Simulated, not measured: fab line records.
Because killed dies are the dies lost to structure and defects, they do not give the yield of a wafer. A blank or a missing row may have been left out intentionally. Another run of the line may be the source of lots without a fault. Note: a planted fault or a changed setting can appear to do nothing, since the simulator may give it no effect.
Split-lot study | flow sky130 | on a route of 708 steps: 5 lots, 23 wafers read

## ON THE SPLIT
At SKY_VT_ADJUST_HVTP_IMPLANT_09, the setting dose cm2 was moved away from the recipe's 4.3e+12 on 6 of the 23 wafers read, by +3.3% to +6.6%. This setting was run at the recipe's value on the other wafers.

## FROM THE SPLIT TO THE READING: what the file shows between them, 1 step
- SKY_VT_ADJUST_HVTP_STRIP_10: strips in O2/N2

## THE READING
VT_ADJUST_HVTP_TW, at SKY_VT_ADJUST_HVTP_TW_MEAS_11. Typical for fault-free wafers on this fab line: 1353, with standard deviation 7.3.

wafer  | tool, chamber at the split | dose cm2 as run | against the recipe | VT_ADJUST_HVTP_TW | against lot-mates on the recipe
L075.1 | implanter-01, 0            | 4.3e+12         | recipe             | 1352              | -
L075.2 | implanter-01, 0            | 4.3e+12         | recipe             | 1344              | -
L075.5 | implanter-01, 0            | 4.3e+12         | recipe             | 1351              | -
L076.1 | implanter-02, 0            | 4.3e+12         | recipe             | 1357              | -
L076.3 | implanter-02, 0            | 4.554e+12       | +5.9%              | 1377              | +22
L076.4 | implanter-02, 0            | 4.3e+12         | recipe             | 1354              | -
L076.5 | implanter-02, 0            | 4.554e+12       | +5.9%              | 1367              | +12
L076.6 | implanter-02, 0            | 4.3e+12         | recipe             | 1353              | -
L077.1 | implanter-04, 0            | 4.3e+12         | recipe             | 1360              | -
L077.2 | implanter-04, 0            | 4.3e+12         | recipe             | 1354              | -
L077.3 | implanter-04, 0            | 4.3e+12         | recipe             | 1352              | -
L077.5 | implanter-04, 0            | 4.3e+12         | recipe             | 1357              | -
L077.6 | implanter-04, 0            | 4.3e+12         | recipe             | 1357              | -
L082.1 | implanter-02, 0            | 4.3e+12         | recipe             | 1361              | -
L082.2 | implanter-02, 0            | 4.3e+12         | recipe             | 1368              | -
L082.4 | implanter-02, 0            | 4.3e+12         | recipe             | 1363              | -
L082.5 | implanter-02, 0            | 4.585e+12       | +6.6%              | 1397              | +33
L082.6 | implanter-02, 0            | 4.585e+12       | +6.6%              | 1386              | +22
L083.1 | implanter-01, 0            | 4.3e+12         | recipe             | 1358              | -
L083.3 | implanter-01, 0            | 4.3e+12         | recipe             | 1356              | -
L083.4 | implanter-01, 0            | 4.3e+12         | recipe             | 1369              | -
L083.5 | implanter-01, 0            | 4.443e+12       | +3.3%              | 1369              | +8
L083.6 | implanter-01, 0            | 4.443e+12       | +3.3%              | 1375              | +14

FIT RESULTS
A straight line over all 23 wafers: VT_ADJUST_HVTP_TW changes by +4.12 for each +1% of dose cm2; r = +0.83; the points scatter about the line by 7.
The same after taking each lot's own level away (the mean of its wafers on the recipe; 23 wafers): +3.59 for each +1%; r = +0.90; scatter 4.3.
On that fit, the largest move of dose cm2 shifts the reading by 24.
Measured against the standard deviation above, the lots' own levels, which go from 1349.0 to 1364.0, span 2.1 times it.
So the slope is not independent of the lot-to-lot level: the two fits are not the same.
Check: with one of the wafers moved furthest among these (+6.6%) left out of the fit, the line predicts +20.7 for it against its lot-mates. It came out at +33 against them.

## THESE WAFERS: OTHER SPLITS
These wafers also went through other splits before the reading. Each is held against what the fit with the lots' levels taken away leaves over:
other split on the same wafers      | wafers away from the commonest value | r with VT_ADJUST_HVTP_TW (lot level and that fit taken away)
SKY_FIELD_ISO_COAT_07 spin rpm      | 9                                    | -0.22
SKY_NWELL_IMPLANT_12 energy kev     | 8                                    | -0.39
SKY_NWELL_STRIP_14 overash fraction | 5                                    | +0.01

## FILE'S OWN FIT
VT_ADJUST_HVTP_TW changes by +3.58 for each +1% of dose cm2, r = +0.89.
